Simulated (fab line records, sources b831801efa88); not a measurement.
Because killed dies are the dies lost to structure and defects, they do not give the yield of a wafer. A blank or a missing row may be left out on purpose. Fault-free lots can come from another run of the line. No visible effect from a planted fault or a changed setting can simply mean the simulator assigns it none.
A struck lot beside a sound one	flow sky130	16 steps out of a route of 708
Sound: wafers L972.1, L972.4, L972.5. The struck wafers were L978.1, L978.3, L978.5. The cause is given at the end.
Each step with rows lists, per side, the tool, then ch with its chambers, then its first start. Under that, the readings that differ: sound wafers	struck wafers	difference of the means	sigmas: that difference in standard deviations of wafers without a fault.
alike: same words and numbers on both sides, and readings whose means sit less than 2 such deviations apart. not compared: any withheld reading, any reading some wafer has no value for, any bound like >300 that may hide the same value, and any number with overlapping values for which the record gives no deviation.
Wherever a step has rows on one side only, a row that says differs or no value, or a row with sigmas, the two part there. When numbers do not overlap yet have no deviation, they are printed without sigmas and do not part them. A reading that every wafer of one side lacks parts them only if that side has two wafers or more.

first, 7 steps without rows for these wafers: SKY_METAL4_HMDS_06 (prime time 60 s); SKY_METAL4_COAT_07 (resist thk 60 nm); SKY_METAL4_COAT_08 (resist thk 1140 nm); SKY_METAL4_SOFTBAKE_09 (time 90 s); SKY_METAL4_EXPOSE_10 (exposes mask MM4, target cd 300 nm); SKY_METAL4_PEB_11; SKY_METAL4_DEVELOP_12 (develop time 60 s).
SKY_METAL4_CD_MEAS_13: the cd target is 300 nm.
  struck on cd_sem-01, day 44 15:14; sound on cd_sem-02, day 41 21:32
reading	sound	struck	difference	sigmas
cd_nm (nm)	297.0 294.8 296.3	299.7 300.8 300.0	+4.1	+3
SKY_METAL4_OVL_MEAS_14:
  struck on overlay-02, day 44 15:22; sound on overlay-02, day 41 21:40
  alike: METAL4_OVL
SKY_METAL4_DESCUM_15: chemistry O2, time 8 s.
  sound on rie_metal-03 ch 1, day 41 21:41; struck on rie_metal-03 ch 0,1, day 44 15:23
  alike: drypump_motor_current_A, oes_product_au
  not compared: rf_hours_counter_h
SKY_METAL4_ETCH_16: etches BARC in N2/H2, stops on SiO2, time 88.2 s, target depth 60 nm.
  sound on rie_metal-03 ch 1, day 41 21:44; struck on rie_metal-03 ch 0,1, day 44 15:25
  alike: bias_w, chamber_pressure_mTorr, drypump_motor_current_A, oes_product_au, throttle_valve_pct
  not compared: rf_hours_counter_h
SKY_METAL4_ETCH_17: etches SiO2 in C4F8/O2/Ar, stops on TiN, time 3.9 s, target depth 15 nm.
  sound on rie_diel-01 ch 0,3, day 41 21:49; struck on rie_diel-03 ch 0,1,3, day 44 15:31
  alike: bias_w, chamber_pressure_mTorr, oes_product_au
  not compared: rf_hours_counter_h
SKY_METAL4_METAL_ETCH_18: etches the open film in Cl2/BCl3, stops on SiO2, target depth 845 nm, time 183.1 s.
  sound on rie_metal-01 ch 0, day 41 21:50; struck on rie_metal-01 ch 0,1, day 44 15:32
  no value came back on the struck wafers for any of 5 readings (bcl3_flow_sccm (sccm), bias_w (W) and others); on the sound wafers bcl3_flow_sccm (sccm) reads 29.97 29.92 30.02
reading	sound	struck	difference	sigmas
model.KrF-thick_of_METAL4_COAT_08.thk_nm (nm)	526.9 531.7 531	1079 1086 1081	+552	
model.SiO2_of_VIA3_HDPCVD_00.thk_nm (nm)	435.9 435.6 435.1	463.4 459.9 461.4	+26.0	
model.METAL4.cd_nm (nm)	291.6 290.5 290.8	300.1 302.2 301.5	+10.3	
  not compared: rf_hours_counter_h
SKY_METAL4_STRIP_19: strips in O2/N2.
  sound on plasma_asher-04 ch 0,1, day 41 22:12; struck on plasma_asher-03 ch 1, day 44 15:43
reading	sound	struck	difference	sigmas
oes_product_au (a.u.)	0.506 0.501 0.506	0.709 0.715 0.721	+0.211	+28
strip_time_to_endpoint_s (s)	6.54 6.57 6.57	11.88 11.94 11.91	+5.35	+38
  alike: drypump_motor_current_A
  not compared: rf_hours_counter_h
then, 1 step without rows for these wafers: SKY_METAL4_STRIP_20 (strips in post etch residue remover, time 1200 s).
-- the record jumps here: 4 days lie between the struck wafers' starts before and after (it left off in module METAL4 and takes up again in module PAD_OPEN, whose first step shown is number 708 of the route) --
SKY_PAD_OPEN_PROBE_99:
  struck on prober-02, day 48 06:49; sound on prober-01, day 45 22:06
reading	sound	struck	difference	sigmas
defect_limited_yield (%)	80.9 80.1 81.1	0 0 0	-81	-45
killed_at_M0_to_M3	48 55 39	24 31 43	-15	-2
killed_at_M4_up	5 0 2	431 431 427	+427	+99 or more
killed_dies	94 98 93	492 492 492	+397	+46
killed_on_rim	14 25 15	96 96 96	+78	+21
killed_short	44 48 44	24 24 27	-20	-4
sort_bin_5_function (%)	11.0 11.6 10.8	94.5 96.1 95.5	+84.2	+60
sort_bin_6_memory (%)	7.3 7.3 7.3	5.1 3.3 3.9	-3.2	-3
sort_n_pass	398 394 399	0 0 0	-397	-46
sort_yield_pct (%)	80.9 80.1 81.1	0 0 0	-81	-45
  alike: killed_at_contacts, killed_at_front_end, killed_at_other, killed_open, sort_bin_3_pad_short

## WHERE THEY PART
Last at SKY_PAD_OPEN_PROBE_99 as far as this record goes, first at SKY_METAL4_CD_MEAS_13.

WHY: what the simulator had put in
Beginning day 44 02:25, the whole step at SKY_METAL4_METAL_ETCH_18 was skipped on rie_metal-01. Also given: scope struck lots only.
